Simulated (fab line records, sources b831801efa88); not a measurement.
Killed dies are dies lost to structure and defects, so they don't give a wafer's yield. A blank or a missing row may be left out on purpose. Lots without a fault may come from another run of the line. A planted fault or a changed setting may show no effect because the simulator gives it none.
Which tool did it? | flow sky130 | 13 lots, 39 wafers sampled, at 4 steps of a route of 708

WHAT THE GAUGES READ, wafer by wafer
SKY_SONOS_ONO_THK_MEAS_05. Usual: SONOS_ONO_CVD_04_THK 5.70 nm, standard deviation 0.1.
lot  | measured     | on            | SONOS_ONO_CVD_04_THK (nm) | flag
L757 | day 11 09:15 | film_metro-02 | 5.68 5.64 5.54            |
L758 | day 11 17:30 | film_metro-02 | 5.57 5.62 5.80            |
L759 | day 12 03:01 | film_metro-03 | 5.62 5.61 5.46            |
L760 | day 12 08:04 | film_metro-01 | 5.80 5.79 5.91            |
L762 | day 13 02:19 | film_metro-03 | 5.71 5.69 5.53            |
L761 | day 13 02:20 | film_metro-01 | 5.65 5.57 5.74            |
L763 | day 13 11:13 | film_metro-03 | 5.68 5.61 5.54            |
L764 | day 13 19:46 | film_metro-01 | 5.72 5.66 5.72            |
L768 | day 15 06:18 | film_metro-01 | 5.64 5.76 5.56            |
L767 | day 15 06:17 | film_metro-03 | 5.65 5.68 5.69            |
L769 | day 16 02:31 | film_metro-02 | 5.87 5.77 5.89            |
L770 | day 16 20:47 | film_metro-01 | 5.67 5.51 5.56            |
L771 | day 17 10:40 | film_metro-01 | 5.83 5.91 5.85            |

SKY_LDD_P_TW_MEAS_11. Usual: LDD_P_TW 633, standard deviation 7.6.
lot  | measured     | on            | LDD_P_TW    | flag
L757 | day 18 09:26 | film_metro-04 | 623 623 630 |
L758 | day 19 03:37 | film_metro-03 | 643 644 643 |
L759 | day 19 15:27 | film_metro-03 | 644 646 642 |
L760 | day 19 19:25 | film_metro-04 | 621 623 626 |
L762 | day 20 16:07 | film_metro-04 | 625 631 624 |
L761 | day 20 11:31 | film_metro-04 | 625 628 628 |
L763 | day 21 03:54 | film_metro-04 | 627 626 624 |
L764 | day 21 13:24 | film_metro-02 | 641 639 640 |
L768 | day 23 05:01 | film_metro-04 | 627 631 625 |
L767 | day 23 04:42 | film_metro-02 | 638 638 641 |
L769 | day 24 01:43 | film_metro-04 | 629 629 625 |
L770 | day 24 19:41 | film_metro-03 | 644 646 650 |
L771 | day 25 08:01 | film_metro-02 | 638 641 635 |

WHICH TOOL RAN EACH LOT (tool, then ch and the chambers of the sampled wafers, then the start)
lot  | SKY_VT_ADJUST_PCH_STRIP_09           | SKY_LDD_N_IMPLANT_12
L757 | plasma_asher-02 ch 0,1, day 10 06:22 | implanter-04 ch 0, day 17 03:38
L758 | plasma_asher-02 ch 0,1, day 10 14:13 | implanter-04 ch 0, day 17 20:32
L759 | plasma_asher-02 ch 0,1, day 10 20:38 | implanter-04 ch 0, day 18 07:29
L760 | plasma_asher-03 ch 0,1, day 11 01:23 | implanter-04 ch 0, day 18 12:35
L762 | plasma_asher-04 ch 0,1, day 11 19:44 | implanter-02 ch 0, day 19 09:03
L761 | plasma_asher-04 ch 0,1, day 11 20:22 | implanter-04 ch 0, day 19 04:32
L763 | plasma_asher-03 ch 0,1, day 12 03:23 | implanter-03 ch 0, day 19 21:09
L764 | plasma_asher-02 ch 0,1, day 12 13:03 | implanter-02 ch 0, day 20 06:35
L768 | plasma_asher-03 ch 0,1, day 13 20:07 | implanter-02 ch 0, day 21 22:08
L767 | plasma_asher-02 ch 0,1, day 13 21:25 | implanter-04 ch 0, day 21 21:14
L769 | plasma_asher-03 ch 0,1, day 14 15:11 | implanter-02 ch 0, day 22 19:33
L770 | plasma_asher-03 ch 0,1, day 15 09:46 | implanter-04 ch 0, day 23 12:59
L771 | plasma_asher-04 ch 0,1, day 15 20:12 | implanter-02 ch 0, day 24 01:28
- SKY_VT_ADJUST_PCH_STRIP_09: strips in O2/N2.
- SKY_LDD_N_IMPLANT_12

WHAT THE TOOLS THEMSELVES READ (means of the sampled wafers that have a number; where no wafer has one, the mark that the record gives instead)
SKY_VT_ADJUST_PCH_STRIP_09. Usual: drypump_motor_current_A 5.7 A, standard deviation 0.37; o2_flow_sccm 2998 sccm, standard deviation 9.9; oes_product_au 0.722 a.u., standard deviation 0.0046; strip_time_to_endpoint_s 36.88 s, standard deviation 0.094.
lot  | tool            | drypump_motor_current_A (A) | o2_flow_sccm (sccm) | oes_product_au (a.u.) | strip_time_to_endpoint_s (s) | flag
L757 | plasma_asher-02 | 5.5                         | 3012                | 0.724                 | 36.94                        |
L758 | plasma_asher-02 | 5.7                         | 3000                | 0.721                 | 36.81                        |
L759 | plasma_asher-02 | 5.7                         | 3007                | 0.718                 | 36.89                        |
L760 | plasma_asher-03 | 5.9                         | 2992                | 0.720                 | 36.86                        |
L762 | plasma_asher-04 | 5.3                         | 3008                | 0.722                 | 36.68                        |
L761 | plasma_asher-04 | 5.3                         | 3000                | 0.722                 | 36.96                        |
L763 | plasma_asher-03 | 6.0                         | 2993                | 0.720                 | 36.77                        |
L764 | plasma_asher-02 | 5.5                         | 2992                | 0.718                 | 36.88                        |
L768 | plasma_asher-03 | 5.9                         | 3001                | 0.723                 | 36.96                        |
L767 | plasma_asher-02 | 5.5                         | 2997                | 0.721                 | 36.85                        |
L769 | plasma_asher-03 | 5.9                         | 3002                | 0.719                 | 36.86                        |
L770 | plasma_asher-03 | 5.9                         | 3001                | 0.722                 | 36.80                        |
L771 | plasma_asher-04 | 5.6                         | 3000                | 0.722                 | 36.95                        |

SKY_LDD_N_IMPLANT_12. Usual: beam_on_s 9.99 s, standard deviation 0.2.
lot  | tool         | beam_on_s (s) | flag
L757 | implanter-04 | 9.73          |
L758 | implanter-04 | 9.88          |
L759 | implanter-04 | 9.90          |
L760 | implanter-04 | 10.08         |
L762 | implanter-02 | 9.89          |
L761 | implanter-04 | 10.00         |
L763 | implanter-03 | 9.88          |
L764 | implanter-02 | 10.07         |
L768 | implanter-02 | 10.00         |
L767 | implanter-04 | 10.03         |
L769 | implanter-02 | 9.92          |
L770 | implanter-04 | 9.77          |
L771 | implanter-02 | 10.13         |

THE ANSWER, worked out from the rows above alone
Rule: a lot is off if the mean of its wafers that have a number lies more than 3 standard deviations from the usual mean. A lot without any number at a reading at which 4 lots or more have one is off too. The other lots that the step has rows for count as sound. The gauges are gone through in route order, then the tools' own readings, and for those a lot's mean is taken as printed above. The first step at which some lot is off is used, and at that step the reading that is off furthest; a lot without a number counts as furthest.
No lot is off at any reading shown: from this, nothing can be told.

WHAT THE SIMULATOR HAD PUT IN
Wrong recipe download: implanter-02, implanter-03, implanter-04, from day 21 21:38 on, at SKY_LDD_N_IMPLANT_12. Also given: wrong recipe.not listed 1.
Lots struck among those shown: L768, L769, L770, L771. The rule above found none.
